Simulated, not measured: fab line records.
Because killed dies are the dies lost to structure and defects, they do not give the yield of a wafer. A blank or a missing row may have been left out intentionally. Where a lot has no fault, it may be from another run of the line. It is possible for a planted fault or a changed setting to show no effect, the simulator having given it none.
Matching of chambers | flow gf180mcu | rie diel-01 running GF_SAB_ETCH_11: 4 sister chambers
The step etches SiO2 in C4F8/O2/Ar, target depth 55 nm, time 8.5 s. 4 wafers are shown with their chamber, then 7 later ones without.

WAFERS, EACH WITH ITS CHAMBER
wafer  | chamber | oes product au (a.u.)
L985.6 | 3       | 1.013
L991.5 | 1       | 0.992
L993.2 | 2       | 0.986
L993.4 | 0       | 1.005

WAFERS WHOSE CHAMBER IS MISSING
wafer  | oes product au (a.u.)
L993.6 | 0.991
L102.1 | 1.002
L102.3 | 0.987
L102.5 | 0.992
L103.3 | 1.013
L103.4 | 1.025
L103.6 | 1.004

WHICH CHAMBER EACH ONE RAN IN
wafer  | from the rows above          | in truth
L993.6 | can't be placed: 1 or 2      | 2
L102.1 | can't be placed: 0 or 1 or 3 | 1
L102.3 | can't be placed: 2 or 1      | 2
L102.5 | can't be placed: 1 or 2      | 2
L103.3 | can't be placed: 3 or 0      | 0
L103.4 | can't be placed: 3 or 0      | 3
L103.6 | can't be placed: 0 or 3      | 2
0 of 7 placed correctly. Cannot be placed on the basis of these rows: 7; the candidates contain the true chamber in 6. 0 placed wrongly.
How it was worked out, from the rows above alone: a wafer's distance from a chamber is the root of the sum, over the readings, of the square of ((its reading less the chamber's mean) divided by the reading's scatter). The wafer belongs to the nearest chamber; if the next one is less than 2 further off, it can't be placed. A chamber's mean is the mean of its shown wafers. The scatter (one wafer shown for each chamber): square how far every hidden wafer sits from the nearest shown wafer, average those squares and take the square root.
